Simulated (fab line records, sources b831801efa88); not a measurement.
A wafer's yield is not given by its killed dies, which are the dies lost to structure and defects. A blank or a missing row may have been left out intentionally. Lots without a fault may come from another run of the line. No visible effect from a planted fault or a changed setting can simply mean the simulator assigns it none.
The tool behind it: which one? / flow sky130 / Sampling: 24 lots, 72 wafers, 5 of 708 route steps

== WHAT THE GAUGES READ, wafer by wafer ==
SKY_FIELD_ISO_BOW_MEAS_00.
lot=L074; measured=day 1 10:00; on=film_metro-04; INCOMING_BOW (um)=-3 -2 -7
lot=L075; measured=day 1 15:02; on=film_metro-02; INCOMING_BOW (um)=-3 -2 16
lot=L076; measured=day 1 20:04; on=film_metro-01; INCOMING_BOW (um)=-11 -12 7
lot=L077; measured=day 2 01:00; on=film_metro-02; INCOMING_BOW (um)=-1 8 9
lot=L078; measured=day 2 06:01; on=film_metro-02; INCOMING_BOW (um)=8 1 -8
lot=L079; measured=day 2 11:01; on=film_metro-04; INCOMING_BOW (um)=2 2 3
lot=L080; measured=day 2 16:00; on=film_metro-04; INCOMING_BOW (um)=4 1 8
lot=L081; measured=day 2 21:00; on=film_metro-04; INCOMING_BOW (um)=-9 -6 5
lot=L082; measured=day 3 02:00; on=film_metro-04; INCOMING_BOW (um)=3 0 7
lot=L083; measured=day 3 07:00; on=film_metro-01; INCOMING_BOW (um)=0 0 1
lot=L084; measured=day 3 12:01; on=film_metro-01; INCOMING_BOW (um)=-1 2 4
lot=L085; measured=day 3 17:00; on=film_metro-04; INCOMING_BOW (um)=0 -4 -10
lot=L086; measured=day 3 22:04; on=film_metro-01; INCOMING_BOW (um)=1 2 -7
lot=L087; measured=day 4 03:00; on=film_metro-01; INCOMING_BOW (um)=-13 -6 2
lot=L088; measured=day 4 08:01; on=film_metro-01; INCOMING_BOW (um)=4 1 9
lot=L089; measured=day 4 13:02; on=film_metro-04; INCOMING_BOW (um)=4 11 1
lot=L090; measured=day 4 18:00; on=film_metro-04; INCOMING_BOW (um)=-14 -3 -13
lot=L091; measured=day 4 23:04; on=film_metro-04; INCOMING_BOW (um)=8 -2 -1
lot=L092; measured=day 5 04:01; on=film_metro-04; INCOMING_BOW (um)=-10 0 -9
lot=L093; measured=day 5 09:00; on=film_metro-04; INCOMING_BOW (um)=2 5 -6
lot=L094; measured=day 5 14:00; on=film_metro-02; INCOMING_BOW (um)=-8 7 1
lot=L095; measured=day 5 19:00; on=film_metro-04; INCOMING_BOW (um)=-5 -3 10
lot=L096; measured=day 6 00:01; on=film_metro-04; INCOMING_BOW (um)=0 7 7
lot=L097; measured=day 6 05:01; on=film_metro-01; INCOMING_BOW (um)=-10 -1 -6

SKY_FIELD_ISO_THK_MEAS_23.
lot=L074; measured=day 2 11:03; on=film_metro-01; FIELD_ISO_OXIDATION_01_THK (nm)=9.80 9.81 9.90
lot=L075; measured=day 2 12:15; on=film_metro-04; FIELD_ISO_OXIDATION_01_THK (nm)=9.80 9.83 9.79
lot=L076; measured=day 2 17:19; on=film_metro-02; FIELD_ISO_OXIDATION_01_THK (nm)=10.38 9.99 10.17
lot=L077; measured=day 2 23:35; on=film_metro-02; FIELD_ISO_OXIDATION_01_THK (nm)=9.91 9.93 10.15
lot=L078; measured=day 3 05:12; on=film_metro-01; FIELD_ISO_OXIDATION_01_THK (nm)=10.15 9.96 10.07
lot=L079; measured=day 3 07:43; on=film_metro-01; FIELD_ISO_OXIDATION_01_THK (nm)=9.84 9.94 9.86
lot=L080; measured=day 3 13:56; on=film_metro-01; FIELD_ISO_OXIDATION_01_THK (nm)=10.08 10.08 10.22
lot=L081; measured=day 3 21:08; on=film_metro-02; FIELD_ISO_OXIDATION_01_THK (nm)=10.22 9.98 9.99
lot=L082; measured=day 4 01:30; on=film_metro-01; FIELD_ISO_OXIDATION_01_THK (nm)=10.18 10.29 10.13
lot=L083; measured=day 4 06:50; on=film_metro-01; FIELD_ISO_OXIDATION_01_THK (nm)=10.41 10.37 10.27
lot=L084; measured=day 4 06:51; on=film_metro-02; FIELD_ISO_OXIDATION_01_THK (nm)=9.96 9.88 9.90
lot=L085; measured=day 4 14:34; on=film_metro-02; FIELD_ISO_OXIDATION_01_THK (nm)=10.23 10.26 10.27
lot=L086; measured=day 4 20:50; on=film_metro-04; FIELD_ISO_OXIDATION_01_THK (nm)=9.95 9.94 10.06
lot=L087; measured=day 5 03:23; on=film_metro-04; FIELD_ISO_OXIDATION_01_THK (nm)=9.66 9.70 9.38
lot=L088; measured=day 5 12:59; on=film_metro-01; FIELD_ISO_OXIDATION_01_THK (nm)=10.10 9.87 10.15
lot=L089; measured=day 5 14:36; on=film_metro-02; FIELD_ISO_OXIDATION_01_THK (nm)=10.00 10.00 9.83
lot=L090; measured=day 5 18:47; on=film_metro-01; FIELD_ISO_OXIDATION_01_THK (nm)=10.16 10.21 10.22
lot=L091; measured=day 6 00:14; on=film_metro-02; FIELD_ISO_OXIDATION_01_THK (nm)=10.06 9.98 9.89
lot=L092; measured=day 6 04:47; on=film_metro-01; FIELD_ISO_OXIDATION_01_THK (nm)=10.10 10.04 10.04
lot=L093; measured=day 6 09:00; on=film_metro-04; FIELD_ISO_OXIDATION_01_THK (nm)=9.88 10.02 10.05
lot=L094; measured=day 6 17:17; on=film_metro-04; FIELD_ISO_OXIDATION_01_THK (nm)=9.81 9.87 10.00
lot=L095; measured=day 7 00:08; on=film_metro-02; FIELD_ISO_OXIDATION_01_THK (nm)=10.02 9.99 9.99
lot=L096; measured=day 7 02:43; on=film_metro-02; FIELD_ISO_OXIDATION_01_THK (nm)=10.01 10.15 10.16
lot=L097; measured=day 7 06:54; on=film_metro-02; FIELD_ISO_OXIDATION_01_THK (nm)=9.78 9.69 9.83

SKY_VIA1_CD_MEAS_12 targets a cd of 150 nm.
lot=L074; measured=day 34 01:53; on=cd_sem-01; cd_nm (nm)=153.9 152.9 152.6
lot=L075; measured=day 34 03:16; on=cd_sem-02; cd_nm (nm)=151.3 149.4 152.5
lot=L076; measured=day 34 21:41; on=cd_sem-01; cd_nm (nm)=147.8 148.7 147.2
lot=L077; measured=day 35 00:43; on=cd_sem-01; cd_nm (nm)=148.2 146.6 148.6
lot=L078; measured=day 35 06:29; on=cd_sem-02; cd_nm (nm)=149.8 149.4 151.0
lot=L079; measured=day 35 01:36; on=cd_sem-02; cd_nm (nm)=148.7 149.1 150.0
lot=L080; measured=day 36 07:10; on=cd_sem-02; cd_nm (nm)=149.0 148.8 149.4
lot=L081; measured=day 36 12:04; on=cd_sem-01; cd_nm (nm)=149.8 149.6 150.4
lot=L082; measured=day 36 18:16; on=cd_sem-01; cd_nm (nm)=153.1 152.3 152.6
lot=L083; measured=day 36 18:55; on=cd_sem-02; cd_nm (nm)=150.5 150.7 151.1
lot=L084; measured=day 37 07:56; on=cd_sem-01; cd_nm (nm)=153.1 152.6 152.3
lot=L085; measured=day 36 19:50; on=cd_sem-01; cd_nm (nm)=153.5 153.9 153.9
lot=L086; measured=day 38 01:32; on=cd_sem-02; cd_nm (nm)=152.0 152.3 154.2
lot=L087; measured=day 38 08:01; on=cd_sem-01; cd_nm (nm)=152.2 151.9 153.7
lot=L088; measured=day 38 20:41; on=cd_sem-01; cd_nm (nm)=151.1 152.7 150.9
lot=L089; measured=day 39 02:40; on=cd_sem-01; cd_nm (nm)=149.1 149.6 150.4
lot=L090; measured=day 39 00:04; on=cd_sem-01; cd_nm (nm)=147.7 148.5 148.8
lot=L091; measured=day 39 06:35; on=cd_sem-02; cd_nm (nm)=148.8 145.6 148.4
lot=L092; measured=day 39 09:41; on=cd_sem-02; cd_nm (nm)=150.7 150.2 149.6
lot=L093; measured=day 40 10:26; on=cd_sem-02; cd_nm (nm)=148.0 149.6 149.7
lot=L094; measured=day 40 14:16; on=cd_sem-01; cd_nm (nm)=148.4 147.6 144.5
lot=L095; measured=day 40 14:17; on=cd_sem-02; cd_nm (nm)=151.3 150.0 149.7
lot=L096; measured=day 40 18:14; on=cd_sem-02; cd_nm (nm)=153.1 152.1 151.7
lot=L097; measured=day 40 20:35; on=cd_sem-02; cd_nm (nm)=147.2 148.9 149.0

== WHAT TOOL EACH LOT RAN ON (gives the tool, then ch and the chambers of the sampled wafers, and finally the start) ==
lot=L074; SKY_SD_N_RTA_14=rtp_anneal-02 ch 0, day 28 00:02; SKY_CONTACT_CMP_27=cmp-01 ch 0,2,3, day 31 18:41
lot=L075; SKY_SD_N_RTA_14=rtp_anneal-01 ch 0, day 28 04:37; SKY_CONTACT_CMP_27=cmp-02 ch 0,1, day 31 19:51
lot=L076; SKY_SD_N_RTA_14=rtp_anneal-02 ch 0, day 28 11:01; SKY_CONTACT_CMP_27=cmp-02 ch 0,1,3, day 32 15:31
lot=L077; SKY_SD_N_RTA_14=rtp_anneal-01 ch 0, day 29 05:18; SKY_CONTACT_CMP_27=cmp-02 ch 0,2, day 32 18:24
lot=L078; SKY_SD_N_RTA_14=rtp_anneal-01 ch 0, day 29 13:09; SKY_CONTACT_CMP_27=cmp-01 ch 0,2,3, day 32 22:09
lot=L079; SKY_SD_N_RTA_14=rtp_anneal-02 ch 0, day 29 08:11; SKY_CONTACT_CMP_27=cmp-02 ch 0,1,3, day 32 18:42
lot=L080; SKY_SD_N_RTA_14=rtp_anneal-02 ch 0, day 30 11:53; SKY_CONTACT_CMP_27=cmp-02 ch 0,3, day 34 00:25
lot=L081; SKY_SD_N_RTA_14=rtp_anneal-01 ch 0, day 30 13:19; SKY_CONTACT_CMP_27=cmp-01 ch 1,2, day 34 04:50
lot=L082; SKY_SD_N_RTA_14=rtp_anneal-02 ch 0, day 30 23:15; SKY_CONTACT_CMP_27=cmp-01 ch 1,2,3, day 34 12:29
lot=L083; SKY_SD_N_RTA_14=rtp_anneal-01 ch 0, day 31 00:09; SKY_CONTACT_CMP_27=cmp-02 ch 0,2, day 34 12:46
lot=L084; SKY_SD_N_RTA_14=rtp_anneal-01 ch 0, day 31 12:29; SKY_CONTACT_CMP_27=cmp-01 ch 1,2,3, day 35 01:35
lot=L085; SKY_SD_N_RTA_14=rtp_anneal-02 ch 0, day 31 01:20; SKY_CONTACT_CMP_27=cmp-01 ch 2,3, day 34 14:09
lot=L086; SKY_SD_N_RTA_14=rtp_anneal-02 ch 0, day 32 08:29; SKY_CONTACT_CMP_27=cmp-01 ch 1,2,3, day 35 20:11
lot=L087; SKY_SD_N_RTA_14=rtp_anneal-01 ch 0, day 32 12:44; SKY_CONTACT_CMP_27=cmp-02 ch 0,1,3, day 36 02:37
lot=L088; SKY_SD_N_RTA_14=rtp_anneal-02 ch 0, day 33 06:37; SKY_CONTACT_CMP_27=cmp-02 ch 0,1,2, day 36 18:14
lot=L089; SKY_SD_N_RTA_14=rtp_anneal-02 ch 0, day 33 11:01; SKY_CONTACT_CMP_27=cmp-01 ch 0,1,2, day 36 23:28
lot=L090; SKY_SD_N_RTA_14=rtp_anneal-01 ch 0, day 33 10:42; SKY_CONTACT_CMP_27=cmp-02 ch 0,2,3, day 36 21:57
lot=L091; SKY_SD_N_RTA_14=rtp_anneal-01 ch 0, day 33 14:10; SKY_CONTACT_CMP_27=cmp-01 ch 2,3, day 37 01:32
lot=L092; SKY_SD_N_RTA_14=rtp_anneal-02 ch 0, day 33 18:01; SKY_CONTACT_CMP_27=cmp-01 ch 2,3, day 37 05:37
lot=L093; SKY_SD_N_RTA_14=rtp_anneal-01 ch 0, day 34 20:17; SKY_CONTACT_CMP_27=cmp-01 ch 0,1,3, day 38 07:17
lot=L094; SKY_SD_N_RTA_14=rtp_anneal-02 ch 0, day 35 00:27; SKY_CONTACT_CMP_27=cmp-02 ch 0,1, day 38 11:00
lot=L095; SKY_SD_N_RTA_14=rtp_anneal-01 ch 0, day 35 01:41; SKY_CONTACT_CMP_27=cmp-02 ch 0,2,3, day 38 11:56
lot=L096; SKY_SD_N_RTA_14=rtp_anneal-02 ch 0, day 35 05:58; SKY_CONTACT_CMP_27=cmp-01 ch 0,2,3, day 38 14:59
lot=L097; SKY_SD_N_RTA_14=rtp_anneal-01 ch 0, day 35 06:34; SKY_CONTACT_CMP_27=cmp-01 ch 1,2,3, day 38 18:18
- SKY_SD_N_RTA_14: time 2 s.
- SKY_CONTACT_CMP_27: polishes, stops on SiO2, t overpolish 15 s, target thk 0 nm.

== WHAT THE TOOLS THEMSELVES READ (means of the sampled wafers that have a number; where no wafer has one, the mark that the record gives instead) ==
SKY_SD_N_RTA_14.
lot=L074; tool=rtp_anneal-02; lamp_power_pct (%)=15.73; ramp_down_c_per_s=90.007; wafer_temp_C_max=1078.4
lot=L075; tool=rtp_anneal-01; lamp_power_pct (%)=15.71; ramp_down_c_per_s=89.999; wafer_temp_C_max=1077.8
lot=L076; tool=rtp_anneal-02; lamp_power_pct (%)=15.71; ramp_down_c_per_s=89.995; wafer_temp_C_max=1078.8
lot=L077; tool=rtp_anneal-01; lamp_power_pct (%)=15.72; ramp_down_c_per_s=89.992; wafer_temp_C_max=1078.1
lot=L078; tool=rtp_anneal-01; lamp_power_pct (%)=15.73; ramp_down_c_per_s=89.999; wafer_temp_C_max=1078.5
lot=L079; tool=rtp_anneal-02; lamp_power_pct (%)=15.71; ramp_down_c_per_s=90.018; wafer_temp_C_max=1078.5
lot=L080; tool=rtp_anneal-02; lamp_power_pct (%)=15.72; ramp_down_c_per_s=89.991; wafer_temp_C_max=1076.9
lot=L081; tool=rtp_anneal-01; lamp_power_pct (%)=15.78; ramp_down_c_per_s=89.987; wafer_temp_C_max=1078.3
lot=L082; tool=rtp_anneal-02; lamp_power_pct (%)=15.80; ramp_down_c_per_s=90.008; wafer_temp_C_max=1077.2
lot=L083; tool=rtp_anneal-01; lamp_power_pct (%)=15.75; ramp_down_c_per_s=90.012; wafer_temp_C_max=1078.5
lot=L084; tool=rtp_anneal-01; lamp_power_pct (%)=15.72; ramp_down_c_per_s=89.999; wafer_temp_C_max=1078.2
lot=L085; tool=rtp_anneal-02; lamp_power_pct (%)=15.77; ramp_down_c_per_s=89.988; wafer_temp_C_max=1079.0
lot=L086; tool=rtp_anneal-02; lamp_power_pct (%)=15.68; ramp_down_c_per_s=89.984; wafer_temp_C_max=1078.4
lot=L087; tool=rtp_anneal-01; lamp_power_pct (%)=15.69; ramp_down_c_per_s=89.986; wafer_temp_C_max=1077.2
lot=L088; tool=rtp_anneal-02; lamp_power_pct (%)=15.71; ramp_down_c_per_s=89.994; wafer_temp_C_max=1077.1
lot=L089; tool=rtp_anneal-02; lamp_power_pct (%)=15.73; ramp_down_c_per_s=90.012; wafer_temp_C_max=1077.4
lot=L090; tool=rtp_anneal-01; lamp_power_pct (%)=15.77; ramp_down_c_per_s=90.014; wafer_temp_C_max=1077.9
lot=L091; tool=rtp_anneal-01; lamp_power_pct (%)=15.71; ramp_down_c_per_s=90.005; wafer_temp_C_max=1078.4
lot=L092; tool=rtp_anneal-02; lamp_power_pct (%)=15.77; ramp_down_c_per_s=89.989; wafer_temp_C_max=1077.5
lot=L093; tool=rtp_anneal-01; lamp_power_pct (%)=15.80; ramp_down_c_per_s=90.010; wafer_temp_C_max=1078.0
lot=L094; tool=rtp_anneal-02; lamp_power_pct (%)=15.81; ramp_down_c_per_s=90.016; wafer_temp_C_max=1077.6
lot=L095; tool=rtp_anneal-01; lamp_power_pct (%)=15.77; ramp_down_c_per_s=89.989; wafer_temp_C_max=1077.2
lot=L096; tool=rtp_anneal-02; lamp_power_pct (%)=15.76; ramp_down_c_per_s=90.009; wafer_temp_C_max=1079.7
lot=L097; tool=rtp_anneal-01; lamp_power_pct (%)=15.77; ramp_down_c_per_s=90.009; wafer_temp_C_max=1077.5

SKY_CONTACT_CMP_27.
lot=L074; tool=cmp-01; motor_current_A (A)=11.9; overpolish_run_s (s)=15.007; platen_rpm (rpm)=59.96; time_to_endpoint_s (s)=81
lot=L075; tool=cmp-02; motor_current_A (A)=11.9; overpolish_run_s (s)=15.002; platen_rpm (rpm)=60.00; time_to_endpoint_s (s)=88
lot=L076; tool=cmp-02; motor_current_A (A)=10.8; overpolish_run_s (s)=15.002; platen_rpm (rpm)=60.02; time_to_endpoint_s (s)=88
lot=L077; tool=cmp-02; motor_current_A (A)=11.1; overpolish_run_s (s)=15.003; platen_rpm (rpm)=60.03; time_to_endpoint_s (s)=82
lot=L078; tool=cmp-01; motor_current_A (A)=12.2; overpolish_run_s (s)=14.994; platen_rpm (rpm)=60.03; time_to_endpoint_s (s)=78
lot=L079; tool=cmp-02; motor_current_A (A)=10.6; overpolish_run_s (s)=14.998; platen_rpm (rpm)=60.00; time_to_endpoint_s (s)=83
lot=L080; tool=cmp-02; motor_current_A (A)=10.0; overpolish_run_s (s)=15.001; platen_rpm (rpm)=60.05; time_to_endpoint_s (s)=85
lot=L081; tool=cmp-01; motor_current_A (A)=11.1; overpolish_run_s (s)=15.003; platen_rpm (rpm)=60.01; time_to_endpoint_s (s)=80
lot=L082; tool=cmp-01; motor_current_A (A)=11.7; overpolish_run_s (s)=14.994; platen_rpm (rpm)=60.01; time_to_endpoint_s (s)=80
lot=L083; tool=cmp-02; motor_current_A (A)=11.3; overpolish_run_s (s)=14.995; platen_rpm (rpm)=60.00; time_to_endpoint_s (s)=78
lot=L084; tool=cmp-01; motor_current_A (A)=11.4; overpolish_run_s (s)=15.000; platen_rpm (rpm)=60.01; time_to_endpoint_s (s)=79
lot=L085; tool=cmp-01; motor_current_A (A)=11.9; overpolish_run_s (s)=15.007; platen_rpm (rpm)=60.00; time_to_endpoint_s (s)=80
lot=L086; tool=cmp-01; motor_current_A (A)=11.4; overpolish_run_s (s)=15.002; platen_rpm (rpm)=59.97; time_to_endpoint_s (s)=81
lot=L087; tool=cmp-02; motor_current_A (A)=11.0; overpolish_run_s (s)=15.010; platen_rpm (rpm)=60.01; time_to_endpoint_s (s)=80
lot=L088; tool=cmp-02; motor_current_A (A)=11.4; overpolish_run_s (s)=15.004; platen_rpm (rpm)=60.00; time_to_endpoint_s (s)=77
lot=L089; tool=cmp-01; motor_current_A (A)=11.7; overpolish_run_s (s)=14.999; platen_rpm (rpm)=60.00; time_to_endpoint_s (s)=82
lot=L090; tool=cmp-02; motor_current_A (A)=10.7; overpolish_run_s (s)=15.000; platen_rpm (rpm)=60.00; time_to_endpoint_s (s)=80
lot=L091; tool=cmp-01; motor_current_A (A)=12.3; overpolish_run_s (s)=14.996; platen_rpm (rpm)=59.96; time_to_endpoint_s (s)=80
lot=L092; tool=cmp-01; motor_current_A (A)=12.3; overpolish_run_s (s)=15.001; platen_rpm (rpm)=59.98; time_to_endpoint_s (s)=79
lot=L093; tool=cmp-01; motor_current_A (A)=11.4; overpolish_run_s (s)=15.006; platen_rpm (rpm)=60.02; time_to_endpoint_s (s)=77
lot=L094; tool=cmp-02; motor_current_A (A)=11.4; overpolish_run_s (s)=14.999; platen_rpm (rpm)=60.02; time_to_endpoint_s (s)=81
lot=L095; tool=cmp-02; motor_current_A (A)=10.4; overpolish_run_s (s)=15.000; platen_rpm (rpm)=59.98; time_to_endpoint_s (s)=82
lot=L096; tool=cmp-01; motor_current_A (A)=11.8; overpolish_run_s (s)=14.998; platen_rpm (rpm)=60.04; time_to_endpoint_s (s)=81
lot=L097; tool=cmp-01; motor_current_A (A)=11.4; overpolish_run_s (s)=15.016; platen_rpm (rpm)=59.99; time_to_endpoint_s (s)=81

== THE ANSWER, worked out from the rows above alone ==
Rule: usual is defined by the lots themselves. The widest of any qualifying gaps counts: lots, ordered by their means at a reading, are off when they make up no more than a third of the lots, leave a main group of 4 or more, and stand apart from it by 3 or more times the standard deviation of that group's means. A main group is skipped when, at the precision printed for the reading in the tables above, its means are all equal. Also off: a lot with no number at a reading for which 4 or more lots have one. Where the step has rows for the other lots, those lots are counted as sound. First the gauges in route order, then the tools' own readings, where a lot's mean is used as printed above. At the first step where some lot is off, the reading lying furthest off is the one used; lots without a number count as furthest.
Nothing can be told from this: no lot is off at any reading shown.

== WHAT THE SIMULATOR HAD INSERTED ==
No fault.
